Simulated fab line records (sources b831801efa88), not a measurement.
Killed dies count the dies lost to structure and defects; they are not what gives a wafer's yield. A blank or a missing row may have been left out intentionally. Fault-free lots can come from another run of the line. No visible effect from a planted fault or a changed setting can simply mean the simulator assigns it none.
Which tool was responsible? / flow gf180mcu / Sampling: 6 lots, 18 wafers, 2 of 602 route steps

## WHAT THE GAUGES READ, wafer by wafer
GF_SAB_CD_MEAS_09 targets a cd of 420 nm.
lot=L500; measured=day 15 10:14; on=cdSem-02; cdNm (nm)=421.0 419.5 419.8
lot=L504; measured=day 16 23:46; on=cdSem-02; cdNm (nm)=421.5 419.7 419.9
lot=L511; measured=day 19 06:50; on=cdSem-01; cdNm (nm)=408.1 406.6 407.1
lot=L518; measured=day 21 20:32; on=cdSem-02; cdNm (nm)=418.4 418.8 416.9
lot=L520; measured=day 22 19:33; on=cdSem-01; cdNm (nm)=419.4 419.1 418.6
lot=L522; measured=day 23 06:17; on=cdSem-02; cdNm (nm)=418.4 418.6 418.9

## TOOL THAT RAN EACH LOT (tool first, then ch and the chambers of the sampled wafers, then the start)
lot=L500; GF_SAB_COAT_04=lithoTrack-03 ch 0, day 14 23:56
lot=L504; GF_SAB_COAT_04=lithoTrack-03 ch 0, day 16 11:28
lot=L511; GF_SAB_COAT_04=lithoTrack-03 ch 0, day 18 19:03
lot=L518; GF_SAB_COAT_04=lithoTrack-04 ch 0, day 21 08:32
lot=L520; GF_SAB_COAT_04=lithoTrack-02 ch 0, day 22 08:04
lot=L522; GF_SAB_COAT_04=lithoTrack-02 ch 0, day 22 18:47
- GF_SAB_COAT_04: resist thk 1000 nm.

## THE ANSWER, worked out from the rows above alone
Rule: the usual values come from the lots themselves. The widest of any qualifying gaps counts: lots, ordered by their means at a reading, are off when they make up no more than a third of the lots, leave a main group of 4 or more, and stand apart from it by 3 or more times the standard deviation of that group's means. Not used: any main group whose means are identical at the precision the tables above print for the reading. Also off: a lot with no number at a reading for which 4 or more lots have one. Any other lot the step has rows for is counted as sound.
Off at GF_SAB_CD_MEAS_09 (cdNm): L511. Main group: mean 419.2 nm, sd 0.88.
If a tool, at a process step before that reading, ran all the lots that are off and no sound lot after the first of them, it fits. Gauges at GF_SAB_CD_MEAS_09: tried the same way as those tools. One fits: lithoTrack-03 at GF_SAB_COAT_04. Its last sound lot is L504 (day 16 11:28), its first lot that is off L511 (day 18 19:03): a fault that began between those two fits.

## WHAT HAD BEEN PUT IN BY THE SIMULATOR
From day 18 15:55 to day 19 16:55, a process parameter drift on lithoTrack-03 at GF_SAB_COAT_04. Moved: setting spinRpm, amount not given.
Struck lots among those shown: L511. The rule above found the same.
